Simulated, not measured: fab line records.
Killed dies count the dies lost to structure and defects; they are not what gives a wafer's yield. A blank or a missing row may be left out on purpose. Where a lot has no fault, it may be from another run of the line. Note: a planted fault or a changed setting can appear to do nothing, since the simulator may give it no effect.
Problem report in the 8D (eight disciplines) form, filled by code | flow sky130 | the parts of the form that need people (team, actions taken, sign-off) are left out

== 1. WHAT IS WRONG ==
At SKY_LDD_HVN_IMPLANT_08, beamEnergyKeV averages 77.242 over 6 wafers from 2 lots, while fault-free wafers read 60.004, standard deviation 0.02. So: +99 or more standard deviations from the usual mean.
Seen first at day 26 19:07 on implanter-03, wafer L883.1. The record holds 39 wafers of 13 lots with a number at this step. Rule for "out", or "out of limits": more than 4 standard deviations from the usual mean. The other wafers with a number count as sound.

== 2. WHAT IT IS, WHAT IT ISN'T ==
question                    | is                     | is not
which readings at this step | beamEnergyKeV          | -
which lots                  | L883, L884             | L868, L869, L870, L874, L876, L880, L886, L887, L888, L889, L891
which wafers of those lots  | all that have a number | -
read on which tools         | implanter-03           | implanter-02, implanter-04
when                        | from day 26 19:07      | up to then (18 sound wafers); but 15 sound wafers of L886, L887, L888, L889, L891 came after

== 3. THE SUSPECTS, EACH WITH WHAT RULES IT OUT ==
Counting: any tool at a process step up to the reading is kept as a suspect provided that every lot that is out went through it and no sound lot did after the first of them.
- implanter-03 at SKY_LDD_HVN_IMPLANT_08: kept. Every lot that is out went through it, starting with L883 (day 26 19:07), and after that it ran no sound lot; the last sound lot it ran before then is L880 (day 26 03:09). Its own readings are out on those wafers: beamEnergyKeV.
Left after counting: implanter-03 at SKY_LDD_HVN_IMPLANT_08.

== 4. THE CAUSE (what the simulator had put in) ==
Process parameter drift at SKY_LDD_HVN_IMPLANT_08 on implanter-03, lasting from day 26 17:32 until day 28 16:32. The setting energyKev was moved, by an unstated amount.
Only this tool survived the counting.

== 5. SEQUENCE OF EFFECTS, ordered by route ==
Rows list readings where the struck wafers' mean (over those with a number) sits beyond 3 standard deviations from the usual. Scope: only readings with a usual standard deviation given in the record; hours: median across lots of the time from each lot's start at the first step in this table that gives one to its start at this step; sigmas: change in usual standard deviations.
hours | step                   | reading       | usual  | on struck wafers | change  | sigmas
0     | SKY_LDD_HVN_IMPLANT_08 | beamEnergyKeV | 60.004 | 77.242           | +17.238 | +99 or more
0     | SKY_LDD_HVN_TW_MEAS_10 | LDD_HVN_TW    | 1433   | 1502             | +69     | +3.6
Its process steps:
- SKY_LDD_HVN_IMPLANT_08

== 6. WHAT WOULD HAVE CAUGHT IT SOONER ==
First out-of-limits reading in this record: day 26 19:07, which is 2 hours after fault onset at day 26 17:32.
